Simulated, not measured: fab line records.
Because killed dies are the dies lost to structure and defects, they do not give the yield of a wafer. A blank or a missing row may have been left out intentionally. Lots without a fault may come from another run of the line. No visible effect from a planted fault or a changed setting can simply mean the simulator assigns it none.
fab line records	flow sfq_line
[record] lots = 6	wafers = 18	last_day = 91
route steps=325 shown M6@255 I6@266 M7@281 I7@296 M8@325
lots that met no fault: from a run of the same line without faults
start_h: hours from the record's first day to the start of the lot's first wafer shown	wait_h: how many hours have passed since the lot's step before this one	" unchanged from the row above	L1.1+2: one row covering several wafers at once	- value missing, or start not given	* or withheld: withheld	< > ~ a bound
route shown NAME@n: names a module that has steps shown in the file, with the first one's number in the route	usual: the fault-free wafers' mean and standard deviation	same: alike in all rows	chamber/n: place in a boat	sites: each site's reading	_std_site: their standard deviation	_edge_site: outer sites' mean less inner sites'	radius_mm: for every site, how far away it sits from the centre of the wafer	mask NAME#n: copy n	behind: the tool/chamber that last shaped the wafer	hold: what put the lot on hold/how long, in hours/how the hold closed	device: the transistor (n, p or np) that didn't switch	end of line: tests run on the same wafers once the route is complete	step lacking rows: just its recipe	killed: count of dies lost to structure and defects at first sort (not the wafer's yield)	map: shows each die of a wafer: x if killed, . if not, _ if none is there
set.NAME: the run value of the setting; set.NAME@STEP: its run value at that earlier step	model.NAME: the simulator's own value behind a step, which no gauge read
lots at selected steps of the route; one table per step, one row per wafer
services: when a tool's chamber went out of use (start_h, in hours from the record's first day, below 0 if earlier), for how many hours, and the reason
[[steps]]
[step SFQ_TRILAYER_M6_LITHO_COAT_164]
[recipe] resist = BARC	spin_rpm = 3000	resist_thk_nm = 62
[step SFQ_TRILAYER_M6_LITHO_COAT_159]
[recipe] resist = KrF	spin_rpm = 3000	resist_thk_nm = 600
[step SFQ_TRILAYER_M6_LITHO_SOFTBAKE_163]
[recipe] temp_c = withheld	time_s = withheld	resist = KrF
[step SFQ_TRILAYER_M6_LITHO_EXPOSE_160]
[recipe] mask_id = M6	na = 0.6	source_shape = conventional	sigma_outer = 0.65	target_cd_nm = 500	dose_mj = 14.4
[step SFQ_TRILAYER_M6_LITHO_PEB_162]
[recipe] peb_temp_c = 115	peb_time_s = 60	resist = KrF
[step SFQ_TRILAYER_M6_LITHO_DEVELOP_161]
[recipe] time_s = 60	resist = KrF
[step SFQ_M6_OVL_MEAS_940]
[usual] M6_OVL = 1/5
lot.wafer	tool	chamber	start_h	wait_h	M6_OVL[nm]
L193.1	overlay-02	-	1759.11	0.1	1
L193.2	"	-	"	"	6
L193.3	"	-	"	"	2
L194.3	overlay-02	-	1786.94	0.1	-6
L194.5	"	-	"	"	-9
L194.6	"	-	"	"	-10
L195.1	overlay-02	-	1788.13	0.1	-2
L195.2	"	-	"	"	5
L195.4	"	-	"	"	9
L196.4	overlay-02	-	1796.35	0.1	1
L196.5	"	-	"	"	0
L196.6	"	-	"	"	-4
L206.2	overlay-02	-	1889.97	0.1	3
L206.3	"	-	"	"	-4
L206.6	"	-	"	"	1
L213.1	overlay-01	-	1903.16	0.1	-2
L213.3	"	-	"	"	-7
L213.6	"	-	"	"	0
[step SFQ_TRILAYER_M6_BARC_OPEN_METAL_ETCH_206]
[recipe] mask_material = PR	chemistry = O2	target_depth_nm = 125	target = BARC	icp_w = 600	bias_w = 80	pressure_mtorr = 10	time_s = 41.7
[step SFQ_TRILAYER_M6_ETCH_METAL_ETCH_162]
[recipe] target = Nb	stop_on = SiO2	mask_material = PR	chemistry = Cl2/Ar	target_depth_nm = 240	icp_w = 600	bias_w = 80	pressure_mtorr = 10	time_s = 120
[usual] drypump_motor_current_A = 5.9/0.34	oes_product_au = 0.892/0.0066
lot.wafer	tool	chamber	start_h	wait_h	drypump_motor_current_A	oes_product_au	rf_hours_counter_h
L193.1	rie_metal-01	1	1759.21	0.0	5.6	0.892	102
L193.2	"	0	"	"	5.4	0.891	40
L193.3	"	1	"	"	5.6	0.896	-
L194.3	rie_metal-03	0	1787.06	0.1	6.4	0.881	-
L194.5	"	0	"	"	6.4	0.895	-
L194.6	"	1	"	"	6.1	0.883	-
L195.1	rie_metal-02	0	1788.22	0.0	6.1	0.889	103
L195.2	"	1	"	"	5.6	0.895	51
L195.4	"	1	"	"	5.6	0.891	-
L196.4	rie_metal-03	0	1796.47	0.1	6.4	0.895	-
L196.5	"	0	"	"	6.4	0.893	-
L196.6	"	1	"	"	6.1	0.901	-
L206.2	rie_metal-02	1	1890.06	0.0	5.6	0.898	68
L206.3	"	1	"	"	5.6	0.892	-
L206.6	"	1	"	"	5.5	0.894	-
L213.1	rie_metal-03	1	1903.26	0.0	6.0	0.888	109
L213.3	"	1	"	"	6.0	0.891	-
L213.6	"	1	"	"	6.0	0.885	-
[step SFQ_TRILAYER_M6_STRIP_STRIP_163]
[recipe] gas = O2	power_w = 200	platen_temp_c = 40	overash_fraction = 0.65	chemistry = O2	pressure_mtorr = 50
[step SFQ_TRILAYER_M6_STRIP_SOLV_CLEAN_164]
[recipe] chemistry = NMP	temp_c = 70	time_s = 600
[step SFQ_TRILAYER_I6_DEP_PECVD_165]
[recipe] material = SiO2	temp_c = 150	time_s = 111.11	pressure_torr = 2.4	rf_w = 183.3	precursor = SiH4/N2O	target_thk_nm = 500
[step SFQ_TRILAYER_I6_CMP_CMP_166]
[recipe] material = SiO2	down_force_psi = 3	platen_rpm = 60	pad_velocity_m_s = 0.94248
[usual] edge_zone_pressure_frac = 0.999/0.0048	head_pressure_psi = 3.000/0.0061	motor_current_A = 9.8/0.82	time_to_endpoint_s = 211/5.9
lot.wafer	tool	chamber	start_h	wait_h	edge_zone_pressure_frac	head_pressure_psi	motor_current_A	time_to_endpoint_s	model.SiO2_of_TRILAYER_I6_DEP_PECVD_165.thk_nm
L193.2	cmp-02	0	1760.19	0.0	0.997	2.992	9.8	220	200.2
L193.3	"	2	1761.19	1.0	1.000	3.007	10.2	207	200.1
L193.1	"	3	"	"	0.998	2.998	10.6	210	200.9
L194.3	cmp-01	2	1788.50	0.5	0.998	3.000	9.6	213	200.6
L194.5	"	1	1790.00	2.0	0.992	3.010	9.0	215	200.8
L194.6	"	2	"	"	0.999	3.001	9.5	209	198.8
L195.2	cmp-02	1	1789.76	0.6	-	-	-	-	493.5
L195.4	"	2	"	"	-	-	-	-	501.3
L195.1	"	0	1791.26	2.1	-	-	-	-	489.5
L196.4	cmp-02	2	1797.90	0.5	-	-	-	-	502.4
L196.6	"	1	1799.40	2.0	-	-	-	-	500.4
L196.5	"	2	"	"	-	-	-	-	503
L206.3	cmp-01	3	1891.04	0.0	0.997	3.006	10.3	201	199.4
L206.2	"	2	1892.54	1.5	1.001	2.992	9.6	210	200.1
L206.6	"	3	"	"	1.001	3.006	10.1	209	199.4
L213.1	cmp-02	2	1908.84	4.6	0.993	2.992	10.0	205	199.6
L213.3	"	3	"	"	0.997	3.000	11.4	211	201.6
L213.6	"	1	1910.34	6.1	0.999	3.010	10.6	216	199.8
[step SFQ_I6_BOW_MEAS_941]
[recipe] mode = bow
[usual] I6_BOW = 7/10
lot.wafer	tool	chamber	start_h	wait_h	I6_BOW[um]
L193.1	film_metro-01	-	1763.19	1.0	18
L193.2	"	-	"	"	23
L193.3	"	-	"	"	16
L194.3	film_metro-03	-	1791.04	2.0	-4
L194.5	"	-	"	"	15
L194.6	"	-	"	"	3
L195.1	film_metro-01	-	1792.76	1.0	13
L195.2	"	-	"	"	15
L195.4	"	-	"	"	6
L196.4	film_metro-02	-	1800.46	2.1	4
L196.5	"	-	"	"	10
L196.6	"	-	"	"	14
L206.2	film_metro-03	-	1894.06	1.0	18
L206.3	"	-	"	"	13
L206.6	"	-	"	"	25
L213.1	film_metro-01	-	1910.84	1.5	16
L213.3	"	-	"	"	7
L213.6	"	-	"	"	7
[step SFQ_TRILAYER_I6_METRO_MEASURE_167]
[usual] thk_nm = 199.5/1
lot.wafer	tool	chamber	start_h	wait_h	thk_nm
L193.1	film_metro-01	-	1763.31	0.1	201.0
L193.2	"	-	"	"	200.2
L193.3	"	-	"	"	200.1
L194.3	film_metro-03	-	1791.52	0.5	200.6
L194.5	"	-	"	"	200.8
L194.6	"	-	"	"	198.8
L195.1	film_metro-01	-	1792.88	0.1	489.8
L195.2	"	-	"	"	493.4
L195.4	"	-	"	"	501.1
L196.4	film_metro-02	-	1801.12	0.6	502.2
L196.5	"	-	"	"	503.1
L196.6	"	-	"	"	500.6
L206.2	film_metro-03	-	1894.36	0.3	200.1
L206.3	"	-	"	"	199.5
L206.6	"	-	"	"	199.5
L213.1	film_metro-01	-	1910.96	0.1	199.5
L213.3	"	-	"	"	201.6
L213.6	"	-	"	"	199.9
[step SFQ_TRILAYER_I6_VIA_LITHO_COAT_174]
[recipe] resist = BARC	spin_rpm = 3000	resist_thk_nm = 62
[step SFQ_TRILAYER_I6_VIA_LITHO_COAT_169]
[recipe] resist = KrF	spin_rpm = 3000	resist_thk_nm = 650
[step SFQ_TRILAYER_I6_VIA_LITHO_SOFTBAKE_173]
[recipe] temp_c = withheld	time_s = withheld	resist = KrF
[step SFQ_TRILAYER_I6_VIA_LITHO_EXPOSE_170]
[recipe] mask_id = I6	na = 0.6	source_shape = conventional	sigma_outer = 0.65	target_cd_nm = 700	dose_mj = 21.3
[step SFQ_TRILAYER_I6_VIA_LITHO_PEB_172]
[recipe] peb_temp_c = 115	peb_time_s = 60	resist = KrF
[step SFQ_TRILAYER_I6_VIA_LITHO_DEVELOP_171]
[recipe] time_s = 60	resist = KrF
[step SFQ_I6_OVL_MEAS_942]
[usual] I6_OVL = -5/4.8
lot.wafer	tool	chamber	start_h	wait_h	I6_OVL[nm]
L193.1	overlay-01	-	1870.66	0.1	0
L193.2	"	-	"	"	3
L193.3	"	-	"	"	-3
L194.3	overlay-01	-	1889.75	0.1	-6
L194.5	"	-	"	"	-3
L194.6	"	-	"	"	-2
L195.1	overlay-02	-	1901.26	0.1	-2
L195.2	"	-	"	"	0
L195.4	"	-	"	"	3
L196.4	overlay-02	-	1904.88	0.1	-1
L196.5	"	-	"	"	0
L196.6	"	-	"	"	8
L206.2	overlay-01	-	1982.87	0.1	-3
L206.3	"	-	"	"	-3
L206.6	"	-	"	"	-4
L213.1	overlay-01	-	1997.26	0.1	-10
L213.3	"	-	"	"	-8
L213.6	"	-	"	"	-12
[step SFQ_TRILAYER_I6_VIA_BARC_OPEN_VIA_ETCH_235]
[recipe] mask_material = PR	chemistry = O2	target_depth_nm = 125	target = BARC	source_w = 500	bias_w = 80	pressure_mtorr = 30	time_s = 41.7
[step SFQ_TRILAYER_I6_VIA_ETCH_VIA_ETCH_172]
[recipe] target = SiO2	stop_on = Nb	mask_material = PR	taper_deg = 20	chemistry = CHF3	target_depth_nm = 260	source_w = 500	bias_w = 80	pressure_mtorr = 30	time_s = withheld
[usual] drypump_motor_current_A = 5.7/0.4	oes_product_au = 0.853/0.0057
lot.wafer	tool	chamber	start_h	wait_h	drypump_motor_current_A	oes_product_au	model.etch.depth_nm	model.I6.feature_depth_nm
L193.1	rie_diel-02	3	1870.74	0.0	6.2	0.867	200.9	200.9
L193.2	"	2	"	"	5.9	0.850	200.2	200.2
L193.3	"	0	"	"	6.0	0.852	200.1	200.1
L194.3	rie_diel-03	0	1889.81	0.0	5.6	0.855	200.6	200.6
L194.5	"	1	"	"	5.6	0.858	200.8	200.8
L194.6	"	0	"	"	5.6	0.840	198.8	198.8
L195.1	rie_diel-02	0	1901.34	0.0	6.0	1.617	257.4	257.4
L195.2	"	2	"	"	5.9	1.649	263.5	263.5
L195.4	"	1	"	"	5.1	1.618	258.1	258.1
L196.4	rie_diel-01	0	1904.94	0.0	6.3	1.618	260.1	260.1
L196.5	"	0	"	"	6.3	1.632	261.3	261.3
L196.6	"	1	"	"	5.4	1.628	261.4	261.4
L206.2	rie_diel-01	2	1982.94	0.0	5.5	0.857	200.1	200.1
L206.3	"	1	"	"	5.4	0.847	199.4	199.4
L206.6	"	3	"	"	5.4	0.860	199.4	199.4
L213.1	rie_diel-01	0	1997.34	0.0	6.3	0.865	199.6	199.6
L213.3	"	3	"	"	5.4	0.854	201.6	201.6
L213.6	"	1	"	"	5.4	0.854	199.8	199.8
[step SFQ_TRILAYER_I6_VIA_STRIP_STRIP_173]
[recipe] gas = O2	power_w = 200	platen_temp_c = 40	overash_fraction = 0.65	chemistry = O2	pressure_mtorr = 50
[step SFQ_TRILAYER_I6_VIA_STRIP_SOLV_CLEAN_174]
[recipe] chemistry = NMP	temp_c = 70	time_s = 600
[step SFQ_TRILAYER_M7_DEP_PRE_CLEAN_176]
[recipe] gas = Ar	time_s = 22.5	bias_v = 250
lot.wafer	tool	chamber	start_h	wait_h	model.SiO2_of_TRILAYER_I6_DEP_PECVD_165.thk_nm
L193.1	pvd_sputter-06	-	1871.63	0.0	193.4
L193.2	"	-	"	"	192.8
L193.3	"	-	"	"	192.6
L194.3	pvd_sputter-06	-	1890.72	0.0	193.1
L194.5	"	-	"	"	193.3
L194.6	"	-	"	"	191.3
L195.1	pvd_sputter-04	-	1902.22	0.0	482
L195.2	"	-	"	"	486
L195.4	"	-	"	"	493.8
L196.4	pvd_sputter-05	-	1905.82	0.0	494.9
L196.5	"	-	"	"	495.5
L196.6	"	-	"	"	492.9
L206.2	pvd_sputter-04	-	1983.84	0.0	192.6
L206.3+6	"	-	"	"	191.9
L213.1	pvd_sputter-04	-	1998.22	0.0	192.1
L213.3	"	-	"	"	194.1
L213.6	"	-	"	"	192.3
[step SFQ_TRILAYER_M7_DEP_SPUTTER_175]
[recipe] material = Nb	base_pressure_pa = 1.33e-06	chamber_pressure_pa = 0.1333	substrate_temp_c = 20	target_thk_nm = 200	power_w = 2000	time_s = 133.3
[usual] throttle_valve_pct = 30.1/0.83
lot.wafer	tool	chamber	start_h	wait_h	throttle_valve_pct
L193.1	pvd_sputter-06	-	1871.66	0.0	30.0
L193.2	"	-	"	"	30.1
L193.3	"	-	"	"	30.4
L194.3	pvd_sputter-06	-	1890.75	0.0	30.4
L194.5	"	-	"	"	30.2
L194.6	"	-	"	"	30.3
L195.1	pvd_sputter-04	-	1902.25	0.0	31.6
L195.2	"	-	"	"	31.3
L195.4	"	-	"	"	29.4
L196.4	pvd_sputter-05	-	1905.85	0.0	29.0
L196.5	"	-	"	"	30.0
L196.6	"	-	"	"	29.1
L206.2	pvd_sputter-04	-	1983.87	0.0	31.4
L206.3	"	-	"	"	32.0
L206.6	"	-	"	"	29.3
L213.1	pvd_sputter-04	-	1998.25	0.0	30.6
L213.3	"	-	"	"	29.9
L213.6	"	-	"	"	30.8
[step SFQ_M7_RS_MEAS_943]
[recipe] thk_meas_gauge = four-point-probe	reads = Nb_of_TRILAYER_M7_DEP_SPUTTER_175
[usual] M7_NB_RS = 0.885/0.011
lot.wafer	tool	chamber	start_h	wait_h	M7_NB_RS[ohm/sq]
L193.1	film_metro-02	-	1871.75	0.0	0.892
L193.2	"	-	"	"	0.886
L193.3	"	-	"	"	0.892
L194.3	film_metro-03	-	1890.88	0.1	0.866
L194.5	"	-	"	"	0.871
L194.6	"	-	"	"	0.874
L195.1	film_metro-04	-	1902.34	0.0	0.886
L195.2	"	-	"	"	0.880
L195.4	"	-	"	"	0.876
L196.4	film_metro-04	-	1906.00	0.1	0.897
L196.5	"	-	"	"	0.889
L196.6	"	-	"	"	0.901
L206.2	film_metro-03	-	1983.98	0.1	0.889
L206.3	"	-	"	"	0.877
L206.6	"	-	"	"	0.880
L213.1	film_metro-02	-	1998.34	0.0	0.897
L213.3	"	-	"	"	0.884
L213.6	"	-	"	"	0.886
[step SFQ_TRILAYER_M7_LITHO_COAT_182]
[recipe] resist = BARC	spin_rpm = 3000	resist_thk_nm = 62
[step SFQ_TRILAYER_M7_LITHO_COAT_177]
[recipe] resist = KrF	spin_rpm = 3000	resist_thk_nm = 600
[step SFQ_TRILAYER_M7_LITHO_SOFTBAKE_181]
[recipe] temp_c = withheld	time_s = withheld	resist = KrF
[step SFQ_TRILAYER_M7_LITHO_EXPOSE_178]
[recipe] mask_id = M7	na = 0.6	source_shape = conventional	sigma_outer = 0.65	target_cd_nm = 500	dose_mj = 14.4
[step SFQ_TRILAYER_M7_LITHO_PEB_180]
[recipe] peb_temp_c = 115	peb_time_s = 60	resist = KrF
[step SFQ_TRILAYER_M7_LITHO_DEVELOP_179]
[recipe] time_s = 60	resist = KrF
[step SFQ_M7_OVL_MEAS_945]
[usual] M7_OVL = 1/5.3
lot.wafer	tool	chamber	start_h	wait_h	M7_OVL[nm]
L193.1	overlay-02	-	1894.76	0.1	-1
L193.2	"	-	"	"	2
L193.3	"	-	"	"	2
L194.3	overlay-01	-	1909.17	0.1	3
L194.5	"	-	"	"	2
L194.6	"	-	"	"	14
L195.1	overlay-01	-	1910.36	0.1	-4
L195.2	"	-	"	"	-7
L195.4	"	-	"	"	-2
L196.4	overlay-01	-	1913.98	0.1	-2
L196.5	"	-	"	"	-4
L196.6	"	-	"	"	-1
L206.2	overlay-02	-	1987.23	0.1	3
L206.3	"	-	"	"	4
L206.6	"	-	"	"	7
L213.1	overlay-02	-	2001.76	0.1	-5
L213.3	"	-	"	"	-1
L213.6	"	-	"	"	1
[step SFQ_TRILAYER_M7_BARC_OPEN_METAL_ETCH_229]
[recipe] mask_material = PR	chemistry = O2	target_depth_nm = 125	target = BARC	icp_w = 600	bias_w = 80	pressure_mtorr = 10	time_s = 41.7
[step SFQ_TRILAYER_M7_ETCH_METAL_ETCH_180]
[recipe] target = Nb	stop_on = SiO2	mask_material = PR	chemistry = Cl2/Ar	target_depth_nm = 240	icp_w = 600	bias_w = 80	pressure_mtorr = 10	time_s = 120
[usual] drypump_motor_current_A = 6.2/0.38	oes_product_au = 0.896/0.0073
lot.wafer	tool	chamber	start_h	wait_h	drypump_motor_current_A	oes_product_au	rf_hours_counter_h
L193.1	rie_metal-03	1	1894.86	0.0	6.1	0.893	108
L193.2	"	0	"	"	6.4	0.897	115
L193.3	"	0	"	"	6.4	0.885	-
L194.3	rie_metal-02	0	1909.30	0.1	6.1	0.909	-
L194.5	"	0	"	"	6.0	0.907	-
L194.6	"	1	"	"	5.6	0.894	-
L195.1	rie_metal-04	1	1910.46	0.0	6.6	0.900	74
L195.2	"	0	"	"	6.5	0.898	64
L195.4	"	1	"	"	6.7	0.897	-
L196.4	rie_metal-02	0	1914.10	0.1	6.1	0.894	-
L196.5	"	1	"	"	5.6	0.892	-
L196.6	"	0	"	"	6.1	0.893	-
L206.2	rie_metal-02	1	1987.32	0.0	5.5	0.886	87
L206.3	"	0	"	"	6.1	0.905	-
L206.6	"	0	"	"	6.1	0.899	-
L213.1	rie_metal-04	0	2001.86	0.0	6.5	0.893	79
L213.3	"	1	"	"	6.6	0.899	-
L213.6	"	0	"	"	6.4	0.892	-
[step SFQ_TRILAYER_M7_STRIP_STRIP_181]
[recipe] gas = O2	power_w = 200	platen_temp_c = 40	overash_fraction = 0.65	chemistry = O2	pressure_mtorr = 50
[usual] drypump_motor_current_A = 6.2/0.38	oes_product_au = 1.000/0.0079
lot.wafer	tool	chamber	start_h	wait_h	drypump_motor_current_A	oes_product_au	rf_hours_counter_h
L193.1	rie_metal-03	1	1894.98	0.1	6.0	1.009	108
L193.2	"	0	"	"	6.3	1.008	115
L193.3	"	0	"	"	6.4	1.008	-
L194.3	rie_metal-02	0	1909.58	0.2	6.0	0.985	-
L194.5	"	0	"	"	6.0	0.997	-
L194.6	"	1	"	"	5.6	1.001	-
L195.1	rie_metal-04	1	1910.58	0.1	6.6	1.010	74
L195.2	"	0	"	"	6.4	1.000	64
L195.4	"	1	"	"	6.6	1.003	-
L196.4	rie_metal-02	0	1914.38	0.2	6.1	0.989	-
L196.5	"	1	"	"	5.6	1.008	-
L196.6	"	0	"	"	6.1	0.992	-
L206.2	rie_metal-02	1	1987.44	0.1	5.5	1.002	87
L206.3	"	0	"	"	6.0	1.000	-
L206.6	"	0	"	"	6.1	1.004	-
L213.1	rie_metal-04	0	2001.98	0.1	6.5	1.002	79
L213.3	"	1	"	"	6.6	1.004	-
L213.6	"	0	"	"	6.5	1.008	-
[step SFQ_TRILAYER_M7_STRIP_SOLV_CLEAN_182]
[recipe] chemistry = NMP	temp_c = 70	time_s = 600
[step SFQ_TRILAYER_I7_DEP_PECVD_183]
[recipe] material = SiO2	temp_c = 150	time_s = 111.11	pressure_torr = 2.4	rf_w = 183.3	precursor = SiH4/N2O	target_thk_nm = 500
[usual] heater_power_w = 95/9.6	throttle_valve_pct = 24.2/0.83
lot.wafer	tool	chamber	start_h	wait_h	heater_power_w	since_wet_clean_h	throttle_valve_pct
L193.1	pecvd-01	1	1895.76	0.0	109	196	22.7
L193.2	"	2	"	"	109	196	23.8
L193.3	"	0	"	"	92	196	24.2
L194.3	pecvd-01	1	1910.16	0.0	97	210	22.9
L194.5	"	0	"	"	96	-	24.3
L194.6	"	1	"	"	99	-	22.6
L195.1	pecvd-02	0	1911.36	0.0	105	1334	23.6
L195.2	"	2	"	"	97	1334	25.2
L195.4	"	1	"	"	82	-	25.5
L196.4	pecvd-02	2	1915.00	0.0	103	-	25.3
L196.5	"	1	"	"	92	-	25.3
L196.6	"	0	"	"	97	-	24.1
L206.2	pecvd-01	2	1988.23	0.0	95	288	23.9
L206.3	"	0	"	"	99	288	24.3
L206.6	"	0	"	"	102	-	24.4
L213.1	pecvd-02	1	2002.76	0.0	94	1425	25.3
L213.3	"	2	"	"	110	1425	25.2
L213.6	"	0	"	"	87	-	23.7
[step SFQ_M8_BOW_MEAS_951]
[recipe] mode = bow
[usual] M8_BOW = 9/9.5
lot.wafer	tool	chamber	start_h	wait_h	M8_BOW[um]	model.etest.i6.link_ohm
L193.1	film_metro-04	-	1994.35	0.0	22	1.882
L193.2	"	-	"	"	26	1.862
L193.3	"	-	"	"	20	1.877
L194.3	film_metro-02	-	2012.53	0.0	8	1.858
L194.5	"	-	"	"	26	1.852
L194.6	"	-	"	"	12	1.871
L195.1	film_metro-02	-	2016.10	0.0	12	1e+06
L195.2	"	-	"	"	14	1e+06
L195.4	"	-	"	"	6	1e+06
L196.4	film_metro-04	-	2108.26	0.1	4	1e+06
L196.5	"	-	"	"	10	1e+06
L196.6	"	-	"	"	12	1e+06
L206.2	film_metro-04	-	2171.36	0.0	19	1.88
L206.3	"	-	"	"	13	1.861
L206.6	"	-	"	"	27	1.864
L213.1	film_metro-02	-	2182.31	0.0	18	1.894
L213.3	"	-	"	"	8	1.872
L213.6	"	-	"	"	9	1.87
[[services]]
tool	chamber	start_h	hours	kind
cmp-02	-	1745.62	1.3	repair
rie_diel-01	2	1747.34	10.9	repair
film_metro-01	-	1752.34	0.2	pm
pecvd-02	0	1756.76	19.5	repair
pecvd-02	-	1772.33	1.7	repair
pecvd-01	-	1772.34	3.6	repair
rie_diel-01	1	1774.38	4.6	repair
pecvd-02	-	1779.22	0.6	repair
pvd_sputter-06	-	1786.19	9.1	repair
rie_diel-01	3	1796.49	7.1	repair
cmp-02	-	1804.18	4.4	pm
film_metro-01	-	1832.90	0.8	pm
rie_diel-01	3	1847.79	5.9	repair
cmp-02	-	1856.22	7.2	pm
cmp-02	-	1872.40	1.5	repair
rie_metal-04	-	1882.24	4.3	pm
pvd_sputter-04	-	1887.56	6.5	repair
rie_metal-04	-	1916.54	2.8	pm
rie_metal-02	-	1919.31	0.6	repair
cmp-02	-	1952.89	4.0	pm
pvd_sputter-04	-	1961.12	15.2	repair
rie_metal-02	-	1977.56	2.8	pm
rie_metal-02	-	1981.10	0.8	repair
pvd_sputter-04	-	2002.45	2.1	repair
[[key]]
[first_sign] step = SFQ_TRILAYER_I6_CMP_CMP_166	reading = tool_record	direction = missing
[effect] step = SFQ_TRILAYER_I6_METRO_MEASURE_167	reading = thk_nm	direction = up	sigmas = 99+	usual = 199.5	struck = 498.4
[effect] step = SFQ_TRILAYER_I6_VIA_ETCH_VIA_ETCH_172	reading = oes_product_au	direction = up	sigmas = 99+	usual = 0.853	struck = 1.627
[model_effect] step = SFQ_TRILAYER_I6_CMP_CMP_166	value = SiO2_of_TRILAYER_I6_DEP_PECVD_165.thk_nm	without = 199.8	struck = 498.3
[model_effect] step = SFQ_TRILAYER_I6_VIA_ETCH_VIA_ETCH_172	value = etch.depth_nm	without = 199.8	struck = 260.3
[model_effect] step = SFQ_TRILAYER_M7_DEP_PRE_CLEAN_176	value = SiO2_of_TRILAYER_I6_DEP_PECVD_165.thk_nm	without = 192.3	struck = 490.8
[model_effect] step = SFQ_M8_BOW_MEAS_951	value = etest.i6.link_ohm	without = 1.87	struck = 1e+06
met_at SFQ_TRILAYER_I6_CMP_CMP_166
struck_wafers L195.1,L195.2,L195.4,L196.4,L196.5,L196.6
onset_between 1760.19 1789.76
[fault] kind = skipped_step_whole	tool = cmp-02	chamber = -	onset_h = 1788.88	steps = SFQ_TRILAYER_I6_CMP_CMP_166	scope = struck_lots_only
